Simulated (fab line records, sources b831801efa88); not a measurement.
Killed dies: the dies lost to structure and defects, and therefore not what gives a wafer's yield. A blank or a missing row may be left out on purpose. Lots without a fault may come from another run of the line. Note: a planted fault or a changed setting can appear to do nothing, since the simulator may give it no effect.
What tool caused it? || flow sky130 || Sampling: 11 lots, 33 wafers, 5 of 708 route steps

## WHAT THE GAUGES READ, wafer by wafer
SKY_SD_N_OVL_MEAS_08.
{"lot": "L882", "measured": "day 29 04:52", "on": "overlay-02", "SD_N_OVL (nm)": "3.2 1.9 -1.4"}
{"lot": "L884", "measured": "day 29 08:04", "on": "overlay-02", "SD_N_OVL (nm)": "0.2 -1.2 -0.3"}
{"lot": "L883", "measured": "day 29 09:10", "on": "overlay-01", "SD_N_OVL (nm)": "-0.5 0.7 0.4"}
{"lot": "L889", "measured": "day 30 10:23", "on": "overlay-02", "SD_N_OVL (nm)": "-65.8 -64.8 -64.5"}
{"lot": "L893", "measured": "day 31 08:34", "on": "overlay-02", "SD_N_OVL (nm)": "-0.5 -3.3 -1.5"}
{"lot": "L892", "measured": "day 31 11:07", "on": "overlay-02", "SD_N_OVL (nm)": "-66.0 -67.5 -68.2"}
{"lot": "L899", "measured": "day 33 13:34", "on": "overlay-01", "SD_N_OVL (nm)": "-1.0 -1.9 -1.5"}
{"lot": "L900", "measured": "day 34 05:04", "on": "overlay-01", "SD_N_OVL (nm)": "-1.0 -1.6 -1.7"}
{"lot": "L903", "measured": "day 34 18:43", "on": "overlay-01", "SD_N_OVL (nm)": "0.3 1.0 -0.6"}
{"lot": "L904", "measured": "day 34 22:34", "on": "overlay-01", "SD_N_OVL (nm)": "0.5 -0.9 0.8"}
{"lot": "L905", "measured": "day 35 08:41", "on": "overlay-01", "SD_N_OVL (nm)": "-1.8 0.0 -0.9"}

## WHICH TOOL RAN EACH LOT (tool, then ch and the chambers of the sampled wafers, then the start)
{"lot": "L882", "SKY_POLY_CUT_ETCH_10": "rie_diel-02 ch 1,2,3, day 25 14:27", "SKY_SD_P_STRIP_10": "plasma_asher-04 ch 0,1, day 26 19:27", "SKY_RES_XHIGH_STRIP_08": "plasma_asher-04 ch 0,1, day 28 00:32", "SKY_SD_N_EXPOSE_04": "iline_stepper-01 ch 0, day 28 14:41"}
{"lot": "L884", "SKY_POLY_CUT_ETCH_10": "rie_diel-04 ch 0,2,3, day 25 18:04", "SKY_SD_P_STRIP_10": "plasma_asher-02 ch 0, day 26 23:15", "SKY_RES_XHIGH_STRIP_08": "plasma_asher-02 ch 0,1, day 28 04:06", "SKY_SD_N_EXPOSE_04": "iline_stepper-02 ch 0, day 28 17:52"}
{"lot": "L883", "SKY_POLY_CUT_ETCH_10": "rie_diel-01 ch 0,1,3, day 25 18:18", "SKY_SD_P_STRIP_10": "plasma_asher-02 ch 0,1, day 27 00:04", "SKY_RES_XHIGH_STRIP_08": "plasma_asher-03 ch 0, day 28 04:56", "SKY_SD_N_EXPOSE_04": "iline_stepper-02 ch 0, day 28 18:52"}
{"lot": "L889", "SKY_POLY_CUT_ETCH_10": "rie_diel-02 ch 1,3, day 26 22:33", "SKY_SD_P_STRIP_10": "plasma_asher-04 ch 0,1, day 28 03:36", "SKY_RES_XHIGH_STRIP_08": "plasma_asher-04 ch 0,1, day 29 07:09", "SKY_SD_N_EXPOSE_04": "iline_stepper-02 ch 0, day 29 20:37"}
{"lot": "L893", "SKY_POLY_CUT_ETCH_10": "rie_diel-01 ch 2,3, day 27 21:13", "SKY_SD_P_STRIP_10": "plasma_asher-04 ch 0,1, day 29 01:00", "SKY_RES_XHIGH_STRIP_08": "plasma_asher-02 ch 0,1, day 30 04:45", "SKY_SD_N_EXPOSE_04": "iline_stepper-01 ch 0, day 30 18:58"}
{"lot": "L892", "SKY_POLY_CUT_ETCH_10": "rie_diel-04 ch 2,3, day 28 00:15", "SKY_SD_P_STRIP_10": "plasma_asher-04 ch 0,1, day 29 04:45", "SKY_RES_XHIGH_STRIP_08": "plasma_asher-03 ch 0,1, day 30 07:50", "SKY_SD_N_EXPOSE_04": "iline_stepper-02 ch 0, day 30 21:35"}
{"lot": "L899", "SKY_POLY_CUT_ETCH_10": "rie_diel-04 ch 1,3, day 30 03:36", "SKY_SD_P_STRIP_10": "plasma_asher-02 ch 0,1, day 31 06:43", "SKY_RES_XHIGH_STRIP_08": "plasma_asher-04 ch 0,1, day 32 10:04", "SKY_SD_N_EXPOSE_04": "iline_stepper-01 ch 0, day 32 23:46"}
{"lot": "L900", "SKY_POLY_CUT_ETCH_10": "rie_diel-02 ch 2,3, day 30 20:13", "SKY_SD_P_STRIP_10": "plasma_asher-04 ch 0,1, day 31 23:30", "SKY_RES_XHIGH_STRIP_08": "plasma_asher-02 ch 0,1, day 33 01:56", "SKY_SD_N_EXPOSE_04": "iline_stepper-01 ch 0, day 33 15:59"}
{"lot": "L903", "SKY_POLY_CUT_ETCH_10": "rie_diel-01 ch 0,2,3, day 31 10:22", "SKY_SD_P_STRIP_10": "plasma_asher-02 ch 0,1, day 32 13:30", "SKY_RES_XHIGH_STRIP_08": "plasma_asher-04 ch 0,1, day 33 16:09", "SKY_SD_N_EXPOSE_04": "iline_stepper-01 ch 0, day 34 05:38"}
{"lot": "L904", "SKY_POLY_CUT_ETCH_10": "rie_diel-04 ch 1,2, day 31 14:06", "SKY_SD_P_STRIP_10": "plasma_asher-01 ch 0,1, day 32 17:55", "SKY_RES_XHIGH_STRIP_08": "plasma_asher-02 ch 0,1, day 33 20:57", "SKY_SD_N_EXPOSE_04": "iline_stepper-01 ch 0, day 34 09:18"}
{"lot": "L905", "SKY_POLY_CUT_ETCH_10": "rie_diel-01 ch 1,2, day 32 01:55", "SKY_SD_P_STRIP_10": "plasma_asher-01 ch 0,1, day 33 04:14", "SKY_RES_XHIGH_STRIP_08": "plasma_asher-02 ch 0,1, day 34 06:56", "SKY_SD_N_EXPOSE_04": "iline_stepper-01 ch 0, day 34 20:08"}
- SKY_POLY_CUT_ETCH_10: etches BARC in N2/H2, stops on SiO2, time 45.9 s, target depth 60 nm.
- SKY_SD_P_STRIP_10: strips in O2/N2.
- SKY_RES_XHIGH_STRIP_08: strips in O2/N2.
- SKY_SD_N_EXPOSE_04: exposes mask NSDM, target cd 380 nm.

## AS READ BY THE TOOLS THEMSELVES (means over the sampled wafers that have a number; for cases with no such wafer, the mark the record gives instead)
SKY_POLY_CUT_ETCH_10.
{"lot": "L882", "tool": "rie_diel-02", "drypump_motor_current_A (A)": 5.76, "oes_product_au (a.u.)": 0.854, "rf_fwd_power_W (W)": 496.1, "throttle_valve_pct (%)": 13.226}
{"lot": "L884", "tool": "rie_diel-04", "drypump_motor_current_A (A)": 6.07, "oes_product_au (a.u.)": 0.847, "rf_fwd_power_W (W)": 494.6, "throttle_valve_pct (%)": 13.231}
{"lot": "L883", "tool": "rie_diel-01", "drypump_motor_current_A (A)": 5.59, "oes_product_au (a.u.)": 0.852, "rf_fwd_power_W (W)": 494.5, "throttle_valve_pct (%)": 13.217}
{"lot": "L889", "tool": "rie_diel-02", "drypump_motor_current_A (A)": 5.61, "oes_product_au (a.u.)": 0.854, "rf_fwd_power_W (W)": 494.5, "throttle_valve_pct (%)": 13.221}
{"lot": "L893", "tool": "rie_diel-01", "drypump_motor_current_A (A)": 5.69, "oes_product_au (a.u.)": 0.854, "rf_fwd_power_W (W)": 494.3, "throttle_valve_pct (%)": 13.227}
{"lot": "L892", "tool": "rie_diel-04", "drypump_motor_current_A (A)": 5.85, "oes_product_au (a.u.)": 0.856, "rf_fwd_power_W (W)": 495.6, "throttle_valve_pct (%)": 13.224}
{"lot": "L899", "tool": "rie_diel-04", "drypump_motor_current_A (A)": 5.70, "oes_product_au (a.u.)": 0.852, "rf_fwd_power_W (W)": 494.3, "throttle_valve_pct (%)": 13.220}
{"lot": "L900", "tool": "rie_diel-02", "drypump_motor_current_A (A)": 5.70, "oes_product_au (a.u.)": 0.859, "rf_fwd_power_W (W)": 495.5, "throttle_valve_pct (%)": 13.225}
{"lot": "L903", "tool": "rie_diel-01", "drypump_motor_current_A (A)": 5.79, "oes_product_au (a.u.)": 0.857, "rf_fwd_power_W (W)": 493.7, "throttle_valve_pct (%)": 13.232}
{"lot": "L904", "tool": "rie_diel-04", "drypump_motor_current_A (A)": 5.69, "oes_product_au (a.u.)": 0.859, "rf_fwd_power_W (W)": 492.9, "throttle_valve_pct (%)": 13.225}
{"lot": "L905", "tool": "rie_diel-01", "drypump_motor_current_A (A)": 5.92, "oes_product_au (a.u.)": 0.862, "rf_fwd_power_W (W)": 497.8, "throttle_valve_pct (%)": 13.223}

SKY_SD_P_STRIP_10.
{"lot": "L882", "tool": "plasma_asher-04", "drypump_motor_current_A (A)": 6.0, "oes_product_au (a.u.)": 0.617, "strip_time_to_endpoint_s (s)": 17.49}
{"lot": "L884", "tool": "plasma_asher-02", "drypump_motor_current_A (A)": 6.1, "oes_product_au (a.u.)": 0.615, "strip_time_to_endpoint_s (s)": 17.54}
{"lot": "L883", "tool": "plasma_asher-02", "drypump_motor_current_A (A)": 6.6, "oes_product_au (a.u.)": 0.620, "strip_time_to_endpoint_s (s)": 17.55}
{"lot": "L889", "tool": "plasma_asher-04", "drypump_motor_current_A (A)": 6.3, "oes_product_au (a.u.)": 0.617, "strip_time_to_endpoint_s (s)": 17.47}
{"lot": "L893", "tool": "plasma_asher-04", "drypump_motor_current_A (A)": 6.0, "oes_product_au (a.u.)": 0.618, "strip_time_to_endpoint_s (s)": 17.50}
{"lot": "L892", "tool": "plasma_asher-04", "drypump_motor_current_A (A)": 6.0, "oes_product_au (a.u.)": 0.619, "strip_time_to_endpoint_s (s)": 17.56}
{"lot": "L899", "tool": "plasma_asher-02", "drypump_motor_current_A (A)": 6.3, "oes_product_au (a.u.)": 0.621, "strip_time_to_endpoint_s (s)": 17.46}
{"lot": "L900", "tool": "plasma_asher-04", "drypump_motor_current_A (A)": 6.0, "oes_product_au (a.u.)": 0.618, "strip_time_to_endpoint_s (s)": 17.51}
{"lot": "L903", "tool": "plasma_asher-02", "drypump_motor_current_A (A)": 6.3, "oes_product_au (a.u.)": 0.615, "strip_time_to_endpoint_s (s)": 17.46}
{"lot": "L904", "tool": "plasma_asher-01", "drypump_motor_current_A (A)": 5.8, "oes_product_au (a.u.)": 0.619, "strip_time_to_endpoint_s (s)": 17.43}
{"lot": "L905", "tool": "plasma_asher-01", "drypump_motor_current_A (A)": 5.9, "oes_product_au (a.u.)": 0.621, "strip_time_to_endpoint_s (s)": 17.50}

SKY_RES_XHIGH_STRIP_08.
{"lot": "L882", "tool": "plasma_asher-04", "drypump_motor_current_A (A)": 6.0, "oes_product_au (a.u.)": 0.708, "strip_time_to_endpoint_s (s)": 14.31}
{"lot": "L884", "tool": "plasma_asher-02", "drypump_motor_current_A (A)": 6.3, "oes_product_au (a.u.)": 0.714, "strip_time_to_endpoint_s (s)": 14.34}
{"lot": "L883", "tool": "plasma_asher-03", "drypump_motor_current_A (A)": 5.8, "oes_product_au (a.u.)": 0.708, "strip_time_to_endpoint_s (s)": 14.23}
{"lot": "L889", "tool": "plasma_asher-04", "drypump_motor_current_A (A)": 6.3, "oes_product_au (a.u.)": 0.712, "strip_time_to_endpoint_s (s)": 14.30}
{"lot": "L893", "tool": "plasma_asher-02", "drypump_motor_current_A (A)": 6.6, "oes_product_au (a.u.)": 0.711, "strip_time_to_endpoint_s (s)": 14.28}
{"lot": "L892", "tool": "plasma_asher-03", "drypump_motor_current_A (A)": 5.6, "oes_product_au (a.u.)": 0.709, "strip_time_to_endpoint_s (s)": 14.29}
{"lot": "L899", "tool": "plasma_asher-04", "drypump_motor_current_A (A)": 6.0, "oes_product_au (a.u.)": 0.712, "strip_time_to_endpoint_s (s)": 14.36}
{"lot": "L900", "tool": "plasma_asher-02", "drypump_motor_current_A (A)": 6.3, "oes_product_au (a.u.)": 0.714, "strip_time_to_endpoint_s (s)": 14.27}
{"lot": "L903", "tool": "plasma_asher-04", "drypump_motor_current_A (A)": 6.0, "oes_product_au (a.u.)": 0.709, "strip_time_to_endpoint_s (s)": 14.22}
{"lot": "L904", "tool": "plasma_asher-02", "drypump_motor_current_A (A)": 6.5, "oes_product_au (a.u.)": 0.714, "strip_time_to_endpoint_s (s)": 14.29}
{"lot": "L905", "tool": "plasma_asher-02", "drypump_motor_current_A (A)": 6.6, "oes_product_au (a.u.)": 0.705, "strip_time_to_endpoint_s (s)": 14.29}

SKY_SD_N_EXPOSE_04.
{"lot": "L882", "tool": "iline_stepper-01", "stage_vel_mm_s (mm/s)": 499.93}
{"lot": "L884", "tool": "iline_stepper-02", "stage_vel_mm_s (mm/s)": 499.81}
{"lot": "L883", "tool": "iline_stepper-02", "stage_vel_mm_s (mm/s)": 500.13}
{"lot": "L889", "tool": "iline_stepper-02", "stage_vel_mm_s (mm/s)": 500.12}
{"lot": "L893", "tool": "iline_stepper-01", "stage_vel_mm_s (mm/s)": 500.06}
{"lot": "L892", "tool": "iline_stepper-02", "stage_vel_mm_s (mm/s)": 500.27}
{"lot": "L899", "tool": "iline_stepper-01", "stage_vel_mm_s (mm/s)": 500.17}
{"lot": "L900", "tool": "iline_stepper-01", "stage_vel_mm_s (mm/s)": 500.25}
{"lot": "L903", "tool": "iline_stepper-01", "stage_vel_mm_s (mm/s)": 500.00}
{"lot": "L904", "tool": "iline_stepper-01", "stage_vel_mm_s (mm/s)": 499.89}
{"lot": "L905", "tool": "iline_stepper-01", "stage_vel_mm_s (mm/s)": 500.04}

## THE ANSWER, worked out from the rows above alone
Rule: the usual values come from the lots themselves. The widest of any qualifying gaps counts: lots, ordered by their means at a reading, are off when they make up no more than a third of the lots, leave a main group of 4 or more, and stand apart from it by 3 or more times the standard deviation of that group's means. The tables above print the reading to a certain number of digits; a main group whose means all agree to those digits is not used. A lot without any number at a reading at which 4 lots or more have one is off too. All remaining lots with rows at the step are treated as sound. First the gauges in route order, then the tools' own readings, where a lot's mean is used as printed above. At the first step where some lot is off, the reading lying furthest off is the one used; lots without a number count as furthest.
Off: L889, L892, at SKY_SD_N_OVL_MEAS_08 (SD_N_OVL). The main group: mean -0.5 nm, standard deviation 0.94.
A tool fits if, at a process step before that reading, it ran every lot that is off, and no sound lot after the first of them. The gauges at SKY_SD_N_OVL_MEAS_08 are tried like those tools. One fits: iline_stepper-02 at SKY_SD_N_EXPOSE_04. A fault onset in the window from L883 (day 28 18:52, its last sound lot) to L889 (day 29 20:37, its first lot off) fits.

## WHAT THE SIMULATOR HAD PUT IN
Scanner matching overlay: iline_stepper-02, from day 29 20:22 on, at SKY_SD_N_EXPOSE_04. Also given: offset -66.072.
Shown lots that were struck: L889, L892. The rule above reached the same finding.
